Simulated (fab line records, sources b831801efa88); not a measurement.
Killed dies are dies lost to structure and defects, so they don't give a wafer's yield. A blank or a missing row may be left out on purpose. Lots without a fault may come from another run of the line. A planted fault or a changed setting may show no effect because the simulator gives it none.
One fault seen from 2 desks | flow sky130 | each desk has only its own numbers; what lay behind them comes last

THE METROLOGY DESK
What the gauges read, lot by lot, whatever tool the lot ran on: means of the sampled wafers that have a number. A lot is out of limits, marked OUT, if its mean lies more than 4 standard deviations from the usual mean; the brackets give that distance.
Columns: A = NWELL_RS at SKY_NWELL_RS_MEAS_29, usual 625.1 ohm/sq
lot  | first seen here | A
L427 | day 5 06:56     | 623.7
L431 | day 6 06:26     | 625.5
L433 | day 6 19:39     | 624.9
L436 | day 7 10:32     | 636.6 (+6.8) OUT
L438 | day 7 23:32     | 632.6 (+4.4) OUT
L439 | day 8 08:56     | 626.1
L445 | day 9 20:46     | 626.1
L446 | day 10 09:05    | 624.4
L448 | day 10 15:35    | 626.7
L449 | day 10 23:34    | 626.8
L450 | day 11 04:14    | 622.0
This desk's finding: out of limits on L436, L438; first on L436, day 7 10:32 (NWELL_RS at SKY_NWELL_RS_MEAS_29). In limits: L427, L431, L433, L439, L445, L446, L448, L449, L450.

THE TOOL OWNER'S DESK: implanter-04
The tool's own readings at SKY_NWELL_IMPLANT_11: means of the sampled wafers that have a number, for each lot that ran on this tool. A lot is out of limits, marked OUT, if its mean lies more than 4 standard deviations from the usual mean; the brackets give that distance.
Columns: A = beam_energy_keV at SKY_NWELL_IMPLANT_11, usual 400.02
lot  | first seen here | A
L427 | day 4 11:58     | 400.01
L433 | day 6 00:31     | 399.87
L436 | day 6 14:08     | 379.74 (-99 or more) OUT
L438 | day 7 02:50     | 379.58 (-99 or more) OUT
This desk's finding: out of limits on L436, L438; first on L436, day 6 14:08 (beam_energy_keV at SKY_NWELL_IMPLANT_11). In limits: L427, L433.

PUT TOGETHER
The tool owner's desk could have raised an alarm at day 6 14:08, on L436, L438.
The metrology desk could have raised an alarm at day 7 10:32, on L436, L438.
Of the lots named, all ran SKY_NWELL_IMPLANT_11 on implanter-04.

WHAT THE SIMULATOR HAD PUT IN
Process parameter drift: implanter-04, from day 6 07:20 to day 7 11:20, at SKY_NWELL_IMPLANT_11. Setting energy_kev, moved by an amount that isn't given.
Lots struck among those shown: L436, L438.
Hours from the fault's start to each desk's first reading out of limits: the tool owner's desk, 7; the metrology desk, 27.
